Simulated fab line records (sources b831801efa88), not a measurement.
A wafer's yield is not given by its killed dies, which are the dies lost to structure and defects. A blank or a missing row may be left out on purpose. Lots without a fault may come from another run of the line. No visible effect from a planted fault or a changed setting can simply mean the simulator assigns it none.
Split-lot trial + flow sfqLine + 23 wafers read from 5 lots, route of 325 steps

ABOUT THE SPLIT
At SFQ_TRILAYER_L0_LITHO_COAT_005 (resist thk 600 nm), the setting resistThkNm was moved away from the recipe's 600 nm on 6 of the 23 wafers read, by -4.0% to -2.4%. The other wafers ran this setting at the recipe's value.

The reading is taken at the split's own step.

THE READING
KrF_of_TRILAYER_L0_LITHO_COAT_005.thkNm (the simulator's own value, which no gauge read), in nm, at SFQ_TRILAYER_L0_LITHO_COAT_005 (resist thk 600 nm). The file does not state a usual value for it. Average 600.3 nm, standard deviation 0.83 nm, over the 17 wafers here run with the recipe.

| wafer  | tool, chamber at the split | resistThkNm as run, nm | against the recipe | KrF_of_TRILAYER_L0_LITHO_COAT_005.thkNm, nm | against lot-mates on the recipe |
|--------|----------------------------|------------------------|--------------------|---------------------------------------------|---------------------------------|
| L075.1 | lithoTrack-03, 0           | 576                    | -4.0%              | 578                                         | -23.0                           |
| L075.3 | lithoTrack-03, 0           | 600                    | recipe             | 601.4                                       | -                               |
| L075.4 | lithoTrack-03, 0           | 600                    | recipe             | 600.7                                       | -                               |
| L075.5 | lithoTrack-03, 0           | 576                    | -4.0%              | 575.7                                       | -25.3                           |
| L075.6 | lithoTrack-03, 0           | 576                    | -4.0%              | 575.8                                       | -25.2                           |
| L077.1 | lithoTrack-03, 0           | 600                    | recipe             | 601.6                                       | -                               |
| L077.2 | lithoTrack-03, 0           | 585.6                  | -2.4%              | 585.3                                       | -16.1                           |
| L077.3 | lithoTrack-03, 0           | 600                    | recipe             | 601.2                                       | -                               |
| L077.4 | lithoTrack-03, 0           | 585.6                  | -2.4%              | 585.5                                       | -15.9                           |
| L077.5 | lithoTrack-03, 0           | 585.6                  | -2.4%              | 586.7                                       | -14.7                           |
| L078.1 | lithoTrack-02, 0           | 600                    | recipe             | 600.4                                       | -                               |
| L078.3 | lithoTrack-02, 0           | 600                    | recipe             | 599.6                                       | -                               |
| L078.4 | lithoTrack-02, 0           | 600                    | recipe             | 599.4                                       | -                               |
| L078.5 | lithoTrack-02, 0           | 600                    | recipe             | 598.7                                       | -                               |
| L078.6 | lithoTrack-02, 0           | 600                    | recipe             | 599.1                                       | -                               |
| L079.1 | lithoTrack-03, 0           | 600                    | recipe             | 601.4                                       | -                               |
| L079.2 | lithoTrack-03, 0           | 600                    | recipe             | 600.1                                       | -                               |
| L079.3 | lithoTrack-03, 0           | 600                    | recipe             | 600.1                                       | -                               |
| L079.4 | lithoTrack-03, 0           | 600                    | recipe             | 600.8                                       | -                               |
| L079.5 | lithoTrack-03, 0           | 600                    | recipe             | 600.3                                       | -                               |
| L082.1 | lithoTrack-03, 0           | 600                    | recipe             | 600.1                                       | -                               |
| L082.2 | lithoTrack-03, 0           | 600                    | recipe             | 599.3                                       | -                               |
| L082.4 | lithoTrack-03, 0           | 600                    | recipe             | 600.2                                       | -                               |

FIT RESULTS
A straight line over all 23 wafers: KrF_of_TRILAYER_L0_LITHO_COAT_005.thkNm changes by +5.96 nm for each +1% of resistThkNm; r = +1.00; the points scatter about the line by 0.88 nm.
The same after taking each lot's own level away (the mean of its wafers on the recipe; 23 wafers): +6.22 nm for each +1%; r = +1.00; scatter 0.68 nm.
On that fit, the largest move of resistThkNm shifts the reading by 25 nm.
The span of the lots' own levels, 599.44 to 601.40 nm, comes to 2.4 times the standard deviation stated above.
So the lot-to-lot level changes the slope little: the two slopes agree.
Check: for one of the wafers moved furthest among these (-4.0%), held out of the fit, the line's prediction against its lot-mates is -25.5 nm. Against them it came out at -23 nm.

OTHER SPLITS ON THESE WAFERS
Before the reading, these wafers also passed through other splits. Each is held against what the fit with the lots' levels taken away leaves over:
| other split on the same wafers              | wafers away from the commonest value | r with KrF_of_TRILAYER_L0_LITHO_COAT_005.thkNm (lot level and that fit taken away) |
|---------------------------------------------|--------------------------------------|------------------------------------------------------------------------------------|
| SFQ_TRILAYER_INCOMING_OXIDATION_002 oxTimeS | 15                                   | +0.25                                                                              |

THE FILE'S OWN FIT
KrF_of_TRILAYER_L0_LITHO_COAT_005.thkNm changes by +6.23 nm for each +1% of resistThkNm, r = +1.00.
